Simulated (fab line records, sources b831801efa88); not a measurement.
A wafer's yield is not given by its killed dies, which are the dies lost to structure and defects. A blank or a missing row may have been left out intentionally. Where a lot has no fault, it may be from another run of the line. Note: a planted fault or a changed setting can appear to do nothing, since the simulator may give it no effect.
Split-lot study | flow sfq line | 23 wafers read across 5 lots, on a route 325 steps long

ABOUT THE SPLIT
At SFQ_TRILAYER_M3_DEP_SPUTTER_073 (material Nb, target thk 200 nm, time 133.3 s), the setting time s was moved away from the recipe's 133.3 s on 5 of the 23 wafers read, by -15.0% to -5.9%. The other wafers ran this setting at the recipe's value.

No step appears in the file between the split and the reading.

THE READING
Measured at SFQ_M3_RS_MEAS_919 by four-point probe: M3_NB_RS, in ohm/sq. On this fab line, fault-free wafers typically give 0.889 ohm/sq with a standard deviation of 0.01 ohm/sq.

wafer  | tool, chamber at the split | time s as run, s | against the recipe | M3_NB_RS, ohm/sq | against lot-mates on the recipe
L074.1 | pvd sputter-06, -          | 133.3            | recipe             | 0.891            | -
L074.2 | pvd sputter-06, -          | 133.3            | recipe             | 0.884            | -
L074.3 | pvd sputter-06, -          | 113.3            | -15.0%             | 1.041            | +0.152
L074.4 | pvd sputter-06, -          | 113.3            | -15.0%             | 1.041            | +0.152
L074.6 | pvd sputter-06, -          | 133.3            | recipe             | 0.891            | -
L076.1 | pvd sputter-05, -          | 133.3            | recipe             | 0.892            | -
L076.2 | pvd sputter-05, -          | 133.3            | recipe             | 0.891            | -
L076.3 | pvd sputter-05, -          | 133.3            | recipe             | 0.880            | -
L076.5 | pvd sputter-05, -          | 133.3            | recipe             | 0.883            | -
L076.6 | pvd sputter-05, -          | 133.3            | recipe             | 0.877            | -
L080.1 | pvd sputter-05, -          | 125.5            | -5.9%              | 0.943            | +0.043
L080.2 | pvd sputter-05, -          | 125.5            | -5.9%              | 0.952            | +0.052
L080.3 | pvd sputter-05, -          | 125.5            | -5.9%              | 0.949            | +0.049
L080.4 | pvd sputter-05, -          | 133.3            | recipe             | 0.898            | -
L080.5 | pvd sputter-05, -          | 133.3            | recipe             | 0.902            | -
L081.1 | pvd sputter-05, -          | 133.3            | recipe             | 0.877            | -
L081.2 | pvd sputter-05, -          | 133.3            | recipe             | 0.887            | -
L081.4 | pvd sputter-05, -          | 133.3            | recipe             | 0.890            | -
L081.5 | pvd sputter-05, -          | 133.3            | recipe             | 0.888            | -
L081.6 | pvd sputter-05, -          | 133.3            | recipe             | 0.893            | -
L082.1 | pvd sputter-05, -          | 133.3            | recipe             | 0.897            | -
L082.2 | pvd sputter-05, -          | 133.3            | recipe             | 0.906            | -
L082.4 | pvd sputter-05, -          | 133.3            | recipe             | 0.899            | -

THE FIT
A straight line over all 23 wafers: M3_NB_RS changes by -0.01 ohm/sq for each +1% of time s; r = -0.99; the points scatter about the line by 0.0075 ohm/sq.
The same after taking each lot's own level away (the mean of its wafers on the recipe; 23 wafers): -0.00987 ohm/sq for each +1%; r = -0.99; scatter 0.006 ohm/sq.
The reading moves by 0.15 ohm/sq for the largest change in time s, on that fit.
The lots' own levels span 0.8846 to 0.9007 ohm/sq, that is 1.6 times the standard deviation above.
The two slopes are in agreement: the lot-to-lot level therefore moves the slope only a little.
Check: for one of the wafers moved furthest among these (-15.0%), held out of the fit, the line's prediction against its lot-mates is +0.144 ohm/sq. It came out at +0.152 ohm/sq against them.

ADDITIONAL SPLITS CARRIED BY THESE WAFERS
These wafers also went through other splits before the reading. Each is held against what the fit with the lots' levels taken away leaves over:
other split on the same wafers                    | wafers away from the commonest value | r with M3_NB_RS (lot level and that fit taken away)
SFQ_TRILAYER_M1_LITHO_COAT_044 resist thk nm      | 11                                   | -0.05
SFQ_TRILAYER_M1_ETCH_METAL_ETCH_042 icp w         | 10                                   | -0.42
SFQ_TRILAYER_I1_VIA_LITHO_COAT_054 resist thk nm  | 7                                    | +0.03
SFQ_TRILAYER_I1_VIA_BARC_OPEN_VIA_ETCH_071 time s | 10                                   | +0.01
SFQ_TRILAYER_M2_DEP_SPUTTER_055 power w           | 10                                   | -0.01
SFQ_TRILAYER_M2_LITHO_COAT_057 spin rpm           | 7                                    | -0.12
SFQ_TRILAYER_M2_BARC_OPEN_METAL_ETCH_077 bias w   | 6                                    | +0.05
SFQ_TRILAYER_I2_CMP_CMP_064 down force psi        | 9                                    | +0.40

THE WHOLE CHAIN: every reading that the file lists as answering this split, in the file's order
step                            | what it does                                 | reading                                                                                   | change (the file's fit)              | r (the file's)
SFQ_TRILAYER_M3_DEP_SPUTTER_073 | material Nb, target thk 200 nm, time 133.3 s | Nb_of_TRILAYER_M3_DEP_SPUTTER_073.thk nm (the simulator's own value, which no gauge read) | +1.9 nm for each +1% of the setting  | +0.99
SFQ_M3_RS_MEAS_919              | measures by four-point-probe                 | M3_NB_RS                                                                                  | -0.00991 for each +1% of the setting | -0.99

FILE'S OWN FIT
M3_NB_RS changes by -0.00991 ohm/sq for each +1% of time s, r = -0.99.
